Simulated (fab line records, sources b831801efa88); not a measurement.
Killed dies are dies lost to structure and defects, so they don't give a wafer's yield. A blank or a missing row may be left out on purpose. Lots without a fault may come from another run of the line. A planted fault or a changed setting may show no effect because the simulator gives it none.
Chamber matching | flow gf180mcu | GF_HV_LDD_ETCHBACK_58 on rie_diel-01: 4 sister chambers
The step etches Si3N4 in CH3F/O2, stops on SiO2, time 100 s, target depth 90 nm. 4 wafers are shown with their chamber, then 7 later ones without.

WAFERS WITH THEIR CHAMBER
wafer  | chamber | drypump_motor_current_A (A)
L292.4 | 0       | 5.5
L292.6 | 3       | 5.8
L297.3 | 2       | 5.5
L297.5 | 1       | 5.5

WAFERS WITHOUT THEIR CHAMBER
wafer  | drypump_motor_current_A (A)
L297.6 | 5.5
L303.1 | 5.5
L303.2 | 5.5
L303.5 | 5.5
L304.1 | 5.4
L304.3 | 5.5
L304.6 | 5.5

WHICH CHAMBER EACH WENT THROUGH
wafer  | from the rows above          | in truth
L297.6 | can't be placed: 0 or 1 or 2 | 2
L303.1 | can't be placed: 0 or 1 or 2 | 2
L303.2 | can't be placed: 0 or 1 or 2 | 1
L303.5 | can't be placed: 0 or 1 or 2 | 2
L304.1 | can't be placed: 0 or 1 or 2 | 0
L304.3 | can't be placed: 0 or 1 or 2 | 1
L304.6 | can't be placed: 0 or 1 or 2 | 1
Placed correctly: 0 of 7. Can't be placed from these rows: 7 (the true chamber is among the candidates in 7). Placed wrongly: 0.
How it was worked out, from the rows above alone: a wafer's distance from a chamber is the root of the sum, over the readings, of the square of ((its reading less the chamber's mean) divided by the reading's scatter). The wafer belongs to the nearest chamber; if the next one is less than 2 further off, it can't be placed. A chamber's mean is the mean of its shown wafers. The scatter: with one shown wafer a chamber, the root of the mean of the squares of how far each hidden wafer lies from its nearest shown one.
